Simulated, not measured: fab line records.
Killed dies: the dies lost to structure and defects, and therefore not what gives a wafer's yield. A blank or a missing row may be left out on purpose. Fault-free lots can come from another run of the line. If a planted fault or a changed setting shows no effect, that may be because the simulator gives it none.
Struck lot and sound lot, side by side ; flow sfqLine ; 13 out of 325 route steps
Sound: these wafers, L164.3, L164.4, L164.6. Struck: wafers L178.1, L178.3, L178.6. The cause is named last.
Order at every step that has rows: each side's tool, ch and its chambers, its first start. Under that, the readings that differ: sound wafers ; struck wafers ; difference of the means ; sigmas: that difference in standard deviations of wafers without a fault.
alike: same words and numbers on both sides, and readings whose means sit less than 2 such deviations apart. not compared: any withheld reading, any reading some wafer has no value for, any bound like >300 that may hide the same value, and any number with overlapping values for which the record gives no deviation.
A row with sigmas, a row that says differs or no value, or rows on one side alone: a step with any of these is where the two part. When numbers do not overlap yet have no deviation, they are printed without sigmas and do not part them. A reading missing from all wafers of one side parts the sides only when that side holds two or more wafers.

first, 6 steps without rows for these wafers: SFQ_TRILAYER_M0_LITHO_COAT_026 (resist thk 62 nm); SFQ_TRILAYER_M0_LITHO_COAT_021 (resist thk 600 nm); SFQ_TRILAYER_M0_LITHO_SOFTBAKE_025; SFQ_TRILAYER_M0_LITHO_EXPOSE_022 (exposes mask M0, target cd 500 nm); SFQ_TRILAYER_M0_LITHO_PEB_024 (peb time 60 s); SFQ_TRILAYER_M0_LITHO_DEVELOP_023 (time 60 s).
SFQ_M0_OVL_MEAS_906:
  struck on overlay-01, day 11 00:43; sound on overlay-02, day 5 14:51
  alike: M0_OVL
SFQ_TRILAYER_M0_BARC_OPEN_METAL_ETCH_031: etches BARC in O2, target depth 125 nm, time 41.7 s.
  sound on rieMetal-02 ch 0,1, day 5 14:53; struck on rieMetal-04 ch 0, day 11 00:46
  alike: drypumpMotorCurrentA, oesProductAu
  not compared: rfHoursCounterH
SFQ_TRILAYER_M0_ETCH_METAL_ETCH_024: etches Nb in Cl2/Ar, stops on SiO2, target depth 240 nm, time 120 s.
  sound on rieMetal-02 ch 0,1, day 5 14:59; struck on rieMetal-04 ch 0, day 11 00:49
reading;sound;struck;difference;sigmas
oesProductAu (a.u.);0.912 0.902 0.913;0.893 0.885 0.899;-0.017;-2
  alike: drypumpMotorCurrentA
  not compared: rfHoursCounterH
SFQ_TRILAYER_M0_STRIP_STRIP_025: strips in O2.
  sound on rieMetal-02 ch 0,1, day 5 15:16; struck on rieMetal-04 ch 0, day 11 00:56
  alike: drypumpMotorCurrentA, oesProductAu
  not compared: rfHoursCounterH
then, 1 step without rows for these wafers: SFQ_TRILAYER_M0_STRIP_SOLV_CLEAN_026 (cleans in NMP, time 600 s).
SFQ_TRILAYER_I0_DEP_PECVD_027: deposits SiO2 from SiH4/N2O, time 111.11 s, target thk 500 nm.
  sound on pecvd-02 ch 0,2, day 5 15:50; struck on pecvd-02 ch 0,2, day 11 01:44
reading;sound;struck;difference;sigmas
rfFwdPowerW (W);182.0 182.0 182.0;211.6 211.7 211.2;+29.5;+50
model.SiO2_of_TRILAYER_I0_DEP_PECVD_027.thkNm (nm);504 510.8 506.6;527.7 517.1 530.2;+17.9;
  alike: heaterPowerW, throttleValvePct
  not compared: sinceWetCleanH
SFQ_TRILAYER_I0_CMP_CMP_028: polishes SiO2.
  sound on cmp-02 ch 0,1,3, day 5 23:01; struck on cmp-02 ch 1,3, day 11 07:51
  alike: motorCurrentA, timeToEndpointS

== WHERE THEY PART ==
Earliest at SFQ_TRILAYER_M0_ETCH_METAL_ETCH_024; latest, in this record, at SFQ_TRILAYER_I0_DEP_PECVD_027. Later steps at which nothing parts them and some readings are alike: SFQ_TRILAYER_I0_CMP_CMP_028.

WHY: whatever the simulator had introduced
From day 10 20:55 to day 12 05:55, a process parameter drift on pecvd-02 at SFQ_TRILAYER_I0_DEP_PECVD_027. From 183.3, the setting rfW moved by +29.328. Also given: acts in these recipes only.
